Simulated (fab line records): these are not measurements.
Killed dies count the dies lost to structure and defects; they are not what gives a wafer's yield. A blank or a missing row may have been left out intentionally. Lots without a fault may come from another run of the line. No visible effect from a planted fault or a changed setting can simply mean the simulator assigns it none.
Chamber matching -- flow sky130 -- 4 sister chambers for SKY_VIA2_CMP_24 on cmp-01
The step polishes, stops on SiO2, t overpolish 20 s, target thk 0 nm. 8 wafers are shown with their chamber, then 12 later ones without.

== WAFERS WITH THEIR CHAMBER ==
wafer,chamber,motor current A (A),time to endpoint s (s)
L080.4,3,11.1,107
L080.5,3,12.3,107
L082.3,0,14.1,101
L082.6,0,13.9,101
L088.6,2,12.5,107
L089.2,1,11.4,101
L089.5,1,10.9,101
L089.6,2,11.6,102

== WAFERS WHOSE CHAMBER IS MISSING ==
wafer,motor current A (A),time to endpoint s (s)
L093.2,12.1,100
L093.3,12.0,100
L093.6,14.2,99
L094.1,11.7,108
L094.2,11.5,103
L094.3,13.8,106
L095.1,12.2,103
L095.5,11.9,98
L095.6,14.6,97
L097.1,13.4,97
L097.4,12.3,102
L097.5,11.4,95

== WHICH CHAMBER EACH ONE RAN IN ==
wafer,from the rows above,in truth
L093.2,can't be placed: 1 or 2 or 0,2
L093.3,can't be placed: 1 or 2 or 0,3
L093.6,0,0
L094.1,can't be placed: 3 or 2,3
L094.2,can't be placed: 1 or 2 or 3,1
L094.3,can't be placed: 0 or 2 or 3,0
L095.1,can't be placed: 2 or 1 or 3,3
L095.5,can't be placed: 1 or 2 or 0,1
L095.6,0,0
L097.1,0,0
L097.4,can't be placed: 2 or 1 or 3 or 0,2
L097.5,1,1
Correctly placed: 4 of 12. Can't be placed from these rows: 8 (the true chamber is among the candidates in 7). Number placed wrongly: 0.
How it was worked out, from the rows above alone: a wafer's distance from a chamber is the root of the sum, over the readings, of the square of ((its reading less the chamber's mean) divided by the reading's scatter). If the next closest chamber is less than 2 further off than the closest, the wafer can't be placed; otherwise it belongs to the closest. Each chamber's mean is taken over the wafers shown for it. The scatter: take each reading less its chamber's mean, square it, sum over the shown wafers, divide by the number of wafers less the number of chambers, and take the root.
